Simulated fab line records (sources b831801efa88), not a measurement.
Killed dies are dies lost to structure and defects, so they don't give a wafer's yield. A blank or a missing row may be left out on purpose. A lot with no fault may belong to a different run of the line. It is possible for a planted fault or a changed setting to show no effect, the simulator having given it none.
Which tool did it? | flow sky130 | 36 wafers from 12 lots sampled at 5 of the route's 708 steps

WHAT EACH GAUGE READ, for each wafer
No reading from a measuring or inspecting step in the record can be judged against a usual standard deviation.

WHAT TOOL EACH LOT RAN ON (gives the tool, then ch and the chambers of the sampled wafers, and finally the start)
lot  | SKY_CONTACT_ETCH_18                          | SKY_CONTACT_CMP_27            | SKY_METAL1_SPUTTER_00       | SKY_VIA1_SPUTTER_20         | SKY_PAD_OPEN_PROBE_99
L839 | rieDiel-04 ch 0,2,3, day 33 00:41 or earlier | cmp-01 ch 2,3, day 33 00:41   | pvdSputter-04, day 33 00:56 | pvdSputter-04, day 35 08:08 | prober-02, day 47 04:01
L842 | rieDiel-03 ch 0,2,3, day 33 02:44 or earlier | cmp-01 ch 0,2,3, day 33 02:44 | pvdSputter-03, day 33 03:02 | pvdSputter-01, day 35 11:11 | prober-01, day 47 04:20
L843 | rieDiel-04 ch 1,2, day 33 03:29 or earlier   | cmp-01 ch 0,2,3, day 33 03:29 | pvdSputter-02, day 33 03:44 | pvdSputter-04, day 35 11:50 | -
L844 | rieDiel-03 ch 0,1,2, day 34 00:41 or earlier | cmp-02 ch 0,2,3, day 34 00:41 | pvdSputter-02, day 34 00:59 | pvdSputter-01, day 36 07:14 | prober-01, day 47 12:37
L847 | rieDiel-04 ch 0,2,3, day 34 10:15 or earlier | cmp-02 ch 2,3, day 34 10:15   | pvdSputter-03, day 34 10:33 | pvdSputter-01, day 36 17:02 | prober-02, day 47 22:22
L849 | rieDiel-03 ch 1,2,3, day 34 22:13 or earlier | cmp-02 ch 0,2, day 34 22:13   | pvdSputter-03, day 34 22:31 | pvdSputter-01, day 37 04:49 | prober-01, day 48 04:31
L850 | rieDiel-04 ch 0,2,3, day 35 12:56 or earlier | cmp-02 ch 0,2,3, day 35 12:56 | pvdSputter-03, day 35 13:14 | pvdSputter-02, day 37 19:56 | prober-01, day 48 17:55
L853 | rieDiel-03 ch 0,2,3, day 36 04:07 or earlier | cmp-02 ch 0,1,3, day 36 04:07 | pvdSputter-02, day 36 04:19 | pvdSputter-04, day 38 10:02 | prober-02, day 49 03:55
L854 | rieDiel-04 ch 2,3, day 36 21:23 or earlier   | cmp-01 ch 0,3, day 36 21:23   | pvdSputter-02, day 36 21:41 | pvdSputter-04, day 39 02:28 | -
L857 | rieDiel-04 ch 1,3, day 37 19:30 or earlier   | cmp-02 ch 1,2,3, day 37 19:30 | pvdSputter-03, day 37 19:45 | pvdSputter-04, day 40 00:13 | -
L858 | rieDiel-03 ch 0,1,3, day 38 01:37 or earlier | cmp-01 ch 0,1,2, day 38 01:37 | pvdSputter-02, day 38 01:52 | pvdSputter-04, day 40 05:37 | -
L861 | rieDiel-04 ch 0,3, day 38 20:44 or earlier   | cmp-02 ch 0,2,3, day 38 20:44 | pvdSputter-02, day 38 20:56 | pvdSputter-02, day 41 00:29 | -
- SKY_CONTACT_ETCH_18: etches Si3N4 in CHF3/O2, stops on TiN, time 39 s, target depth 75 nm.
- SKY_CONTACT_CMP_27: polishes, stops on SiO2, t overpolish 15 s, target thk 0 nm.
- SKY_METAL1_SPUTTER_00: material Ti, target thk 15 nm, time 10 s.
- SKY_VIA1_SPUTTER_20: material TiN, target thk 20 nm, time 80 s.
- SKY_PAD_OPEN_PROBE_99

AS READ BY THE TOOLS THEMSELVES (means over the sampled wafers that have a number; for cases with no such wafer, the mark the record gives instead)
SKY_CONTACT_ETCH_18.
lot  | tool       | drypumpMotorCurrentA (A) | oesProductAu (a.u.) | throttleValvePct (%)
L839 | rieDiel-04 | 6.1                      | 0.855               | 8.790
L842 | rieDiel-03 | 5.2                      | 0.858               | 8.789
L843 | rieDiel-04 | 5.8                      | 0.848               | 8.797
L844 | rieDiel-03 | 5.4                      | 0.845               | 8.782
L847 | rieDiel-04 | 6.1                      | 0.860               | 8.791
L849 | rieDiel-03 | 5.4                      | 0.855               | 8.792
L850 | rieDiel-04 | 6.0                      | 0.848               | 8.789
L853 | rieDiel-03 | 5.2                      | 0.868               | 8.796
L854 | rieDiel-04 | 5.9                      | 0.854               | 8.800
L857 | rieDiel-04 | 5.7                      | 0.854               | 8.788
L858 | rieDiel-03 | 5.2                      | 0.849               | 8.793
L861 | rieDiel-04 | 6.0                      | 0.859               | 8.789

SKY_CONTACT_CMP_27.
lot  | tool   | motorCurrentA (A) | overpolishRunS (s) | slurryFlowMlMin | timeToEndpointS (s)
L839 | cmp-01 | 10.6              | 15.006             | 149.7           | 84.8
L842 | cmp-01 | 10.7              | 15.000             | 150.0           | 88.2
L843 | cmp-01 | 10.5              | 14.999             | 149.7           | 88.7
L844 | cmp-02 | 10.5              | 14.999             | 149.8           | 84.0
L847 | cmp-02 | 10.2              | 15.007             | 149.4           | 87.0
L849 | cmp-02 | 10.4              | 14.999             | 149.6           | 82.6
L850 | cmp-02 | 10.3              | 15.004             | 150.3           | 82.6
L853 | cmp-02 | 11.2              | 15.002             | 150.5           | 83.4
L854 | cmp-01 | 10.2              | 14.995             | 150.1           | 79.9
L857 | cmp-02 | 10.9              | 15.003             | 150.4           | 81.6
L858 | cmp-01 | 10.9              | 14.999             | 150.4           | 81.3
L861 | cmp-02 | 10.6              | 15.011             | 149.9           | 81.2

SKY_METAL1_SPUTTER_00.
lot  | tool          | cathodeDcPowerW (W) | throttleValvePct (%)
L839 | pvdSputter-04 | 3000.2              | 30.3
L842 | pvdSputter-03 | 3000.0              | 30.2
L843 | pvdSputter-02 | 2999.9              | 30.6
L844 | pvdSputter-02 | 3000.0              | 30.0
L847 | pvdSputter-03 | 3000.0              | 30.5
L849 | pvdSputter-03 | 3000.2              | 29.6
L850 | pvdSputter-03 | 3000.3              | 30.7
L853 | pvdSputter-02 | 2999.5              | 30.4
L854 | pvdSputter-02 | 2999.6              | 30.0
L857 | pvdSputter-03 | 3000.2              | 29.6
L858 | pvdSputter-02 | 3000.0              | 30.0
L861 | pvdSputter-02 | 3000.0              | 30.0

SKY_VIA1_SPUTTER_20.
lot  | tool          | cathodeDcPowerW (W) | throttleValvePct (%)
L839 | pvdSputter-04 | 4000.5              | 29.6
L842 | pvdSputter-01 | 4000.1              | 30.5
L843 | pvdSputter-04 | 3999.8              | 30.0
L844 | pvdSputter-01 | 3999.1              | 30.5
L847 | pvdSputter-01 | 3662.5              | 30.4
L849 | pvdSputter-01 | 3662.7              | 30.7
L850 | pvdSputter-02 | 4000.3              | 30.2
L853 | pvdSputter-04 | 4000.2              | 30.2
L854 | pvdSputter-04 | 3999.8              | 29.8
L857 | pvdSputter-04 | 4000.4              | 30.0
L858 | pvdSputter-04 | 4000.6              | 30.0
L861 | pvdSputter-02 | 4000.2              | 30.0

SKY_PAD_OPEN_PROBE_99.
lot  | tool      | killed_at_M0_to_M3 | killed_at_M4_up | killedAtContacts | killedAtFrontEnd | killedAtOther | killedDies | killedOpen | killedShort
L839 | prober-02 | 42                 | 3.0             | 22               | 15               | 0.3           | 82         | 48         | 34
L842 | prober-01 | 55                 | 4.3             | 26               | 13               | 0.0           | 98         | 51         | 47
L844 | prober-01 | 48                 | 3.7             | 28               | 15               | 0.0           | 95         | 55         | 40
L847 | prober-02 | 39                 | 3.7             | 23               | 16               | 0.0           | 81         | 45         | 35
L849 | prober-01 | 46                 | 5.7             | 27               | 15               | 0.0           | 93         | 44         | 49
L850 | prober-01 | 48                 | 1.7             | 17               | 9                | 0.3           | 76         | 40         | 36
L853 | prober-02 | 41                 | 2.3             | 22               | 13               | 0.3           | 79         | 44         | 35

THE ANSWER, worked out from the rows above alone
Rule: what is usual is taken from the lots themselves. Put in order of their means at a reading, lots are off if they are a third of the lots or fewer, leave a main group of 4 or more, and stand apart from it by a gap of 3 or more times the standard deviation of the main group's means; of several such gaps the widest counts. If all means in a main group match to the digits the tables above print for the reading, that group is not used. A lot without any number at a reading at which 4 lots or more have one is off too. Any other lot the step has rows for is counted as sound. After the gauges, taken in route order, come the tools' own readings; for these a lot's mean is taken, as printed above. At the first step where some lot is off, the reading lying furthest off is the one used; lots without a number count as furthest.
Off: L847, L849 (SKY_VIA1_SPUTTER_20, cathodeDcPowerW). Mean 4000.1 W and standard deviation 0.42 in the main group.
A tool fits if, at that step or a process step before it, it ran every lot that is off, and no sound lot after the first of them. SKY_CONTACT_ETCH_18 gives no start for some lots, so the hours and the order of its lots are those of SKY_CONTACT_CMP_27. One candidate fits, namely pvdSputter-01 at SKY_VIA1_SPUTTER_20. Its last sound lot is L844 (day 36 07:14), its first lot that is off L847 (day 36 17:02): a fault that began between those two fits.
On the lots that are off, the tool's own readings at SKY_VIA1_SPUTTER_20 differ by more than 5 times the standard deviation of the sound lots' means, which bears it out; cathodeDcPowerW reads 3662.6 W there versus 4000.1 W on the sound lots.

WHAT THE SIMULATOR HAD INSERTED
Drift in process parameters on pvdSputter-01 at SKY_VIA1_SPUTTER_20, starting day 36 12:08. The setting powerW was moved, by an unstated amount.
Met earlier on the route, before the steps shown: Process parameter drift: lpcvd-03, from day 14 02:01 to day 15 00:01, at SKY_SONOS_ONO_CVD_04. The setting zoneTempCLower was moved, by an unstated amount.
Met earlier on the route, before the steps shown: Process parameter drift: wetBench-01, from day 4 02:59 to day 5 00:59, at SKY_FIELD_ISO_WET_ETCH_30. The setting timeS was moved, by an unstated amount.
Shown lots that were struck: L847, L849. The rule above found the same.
